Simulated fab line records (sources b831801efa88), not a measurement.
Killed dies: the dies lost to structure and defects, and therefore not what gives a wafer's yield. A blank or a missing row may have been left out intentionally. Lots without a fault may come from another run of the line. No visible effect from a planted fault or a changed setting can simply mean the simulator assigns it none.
Which tool was responsible?    flow sky130    11 lots, 33 wafers sampled, at 2 steps of a route of 708

== WHAT THE GAUGES SHOWED, per wafer ==
SKY_VIA2_CD_MEAS_12 targets a cd of 200 nm.
lot   measured      on         cd-nm (nm)
L916  day 36 08:22  cd-sem-02  197.6 199.5 200.6
L917  day 36 09:28  cd-sem-02  199.1 201.2 199.6
L919  day 37 06:53  cd-sem-02  199.3 201.7 201.1
L920  day 37 16:09  cd-sem-01  200.3 200.4 200.9
L926  day 39 21:32  cd-sem-02  200.7 199.6 201.0
L931  day 41 13:37  cd-sem-01  199.3 200.0 201.2
L930  day 42 01:13  cd-sem-01  197.2 197.1 197.7
L932  day 42 02:29  cd-sem-01  202.2 201.5 201.6
L934  day 42 08:29  cd-sem-01  198.8 201.9 199.5
L936  day 42 13:42  cd-sem-01  201.2 200.3 199.4
L938  day 43 05:01  cd-sem-01  200.3 199.3 199.3

== WHAT TOOL EACH LOT RAN ON (gives the tool, then ch and the chambers of the sampled wafers, and finally the start) ==
lot   SKY_METAL2_ETCH_18
L916  rie-metal-04 ch 0,1, day 35 05:09
L917  rie-metal-01 ch 0,1, day 35 06:39
L919  rie-metal-01 ch 0,1, day 36 04:19
L920  rie-metal-03 ch 0,1, day 36 13:20
L926  rie-metal-04 ch 0,1, day 38 19:05
L931  rie-metal-03 ch 0,1, day 40 13:29
L930  rie-metal-03 ch 0,1, day 41 00:26
L932  rie-metal-01 ch 0,1, day 41 01:14
L934  rie-metal-01 ch 0, day 41 07:44
L936  rie-metal-03 ch 0,1, day 41 13:26
L938  rie-metal-01 ch 0,1, day 42 04:52
- SKY_METAL2_ETCH_18: etches BARC in N2/H2, stops on SiO2, time 45.9 s, target depth 60 nm.

== THE ANSWER, worked out from the rows above alone ==
Rule: the usual values come from the lots themselves. Put in order of their means at a reading, lots are off if they are a third of the lots or fewer, leave a main group of 4 or more, and stand apart from it by a gap of 3 or more times the standard deviation of the main group's means; of several such gaps the widest counts. The tables above print the reading to a certain number of digits; a main group whose means all agree to those digits is not used. A lot without any number at a reading at which 4 lots or more have one is off too. All remaining lots with rows at the step are treated as sound.
Nothing can be told from this: no lot is off at any reading shown.

== WHAT THE SIMULATOR PUT IN ==
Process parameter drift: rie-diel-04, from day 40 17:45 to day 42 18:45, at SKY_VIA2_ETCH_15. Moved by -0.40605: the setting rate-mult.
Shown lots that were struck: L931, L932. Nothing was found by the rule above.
